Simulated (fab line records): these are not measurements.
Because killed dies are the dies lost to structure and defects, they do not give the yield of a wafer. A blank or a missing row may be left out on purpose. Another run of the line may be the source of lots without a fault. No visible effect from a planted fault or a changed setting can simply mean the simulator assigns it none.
The same fault as seen by 2 desks + flow gf180mcu + each desk holds nothing but its own numbers, with what lay behind them at the end

THE METROLOGY DESK
Means of the sampled wafers that have a number, per lot and without regard to the tool the lot ran on: this is what the gauges read. If a lot's mean is further than 4 standard deviations from the usual mean, the lot is out of limits and carries the mark OUT (the distance appears in the brackets).
Columns: A = V2_CVD_02_THK at GF_V2_THK_MEAS_03, usual 849 nm; B = V3_W_RS at GF_V3_RS_MEAS_24, usual 0.327 ohm/sq; C = M4_ALCU_THK at GF_M4_THK_MEAS_06, usual 453 nm
| lot  | first seen here | A   | B     | C   |
|------|-----------------|-----|-------|-----|
| L200 | day 19 01:11    | 843 | 0.324 | 459 |
| L201 | day 19 15:02    | 849 | 0.327 | 450 |
| L202 | day 19 20:32    | 854 | 0.326 | 447 |
| L204 | day 20 20:16    | 843 | 0.325 | 450 |
| L205 | day 21 09:01    | 854 | 0.329 | 448 |
| L206 | day 21 19:37    | 858 | 0.325 | 459 |
| L210 | day 23 01:58    | 852 | 0.326 | 448 |
| L213 | day 24 01:27    | 853 | 0.327 | 455 |
| L214 | day 24 07:22    | 853 | 0.327 | 460 |
| L216 | day 24 22:21    | 852 | 0.324 | 454 |
| L218 | day 25 16:42    | 848 | 0.331 | 459 |
| L219 | day 25 22:54    | 845 | 0.323 | 451 |
| L223 | day 27 09:27    | 859 | 0.329 | 456 |
Result from this desk: across the 13 lots, nothing is out of limits.

TOOL OWNER'S DESK, rie diel-03
The tool's own readings at GF_V3_ETCH_16 (etches BARC in N2/H2): means of the sampled wafers that have a number, for each lot that ran on this tool. If a lot's mean is further than 4 standard deviations from the usual mean, the lot is out of limits and carries the mark OUT (the distance appears in the brackets).
Columns: A = bias w at GF_V3_ETCH_16, usual 100.06 W; B = chamber pressure mTorr at GF_V3_ETCH_16, usual 30.003 mTorr; C = drypump motor current A at GF_V3_ETCH_16, usual 5.7 A; D = oes product au at GF_V3_ETCH_16, usual 0.855 a.u.; E = throttle valve pct at GF_V3_ETCH_16, usual 13.225 %
| lot  | first seen here | A                | B      | C   | D     | E      |
|------|-----------------|------------------|--------|-----|-------|--------|
| L201 | day 22 17:52    | 99.85            | 30.000 | 5.5 | 0.853 | 13.222 |
| L205 | day 24 09:22    | 99.96            | 29.989 | 5.9 | 0.860 | 13.224 |
| L210 | day 25 22:58    | 120.14 (+72) OUT | 30.003 | 5.0 | 0.857 | 13.221 |
| L214 | day 27 02:10    | 119.68 (+70) OUT | 30.028 | 5.5 | 0.857 | 13.224 |
This desk's finding: out of limits on L210, L214; first on L210, day 25 22:58 (bias w at GF_V3_ETCH_16). In limits: L201, L205.

ALL TOGETHER
On L210, L214, at day 25 22:58, an alarm was possible from the tool owner's desk.
The metrology desk saw nothing out of limits.
The metrology desk has L210, L214 on record, within its limits.
On rie diel-03, each named lot ran GF_V3_ETCH_16.

WHAT THE SIMULATOR PUT IN
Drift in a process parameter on rie diel-03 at GF_V3_ETCH_16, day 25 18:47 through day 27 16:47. Setting bias w, moved by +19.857, from 100. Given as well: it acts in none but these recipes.
Shown lots that were struck: L210, L214.
Hours from the fault's start to each desk's first reading out of limits: the tool owner's desk, 4.
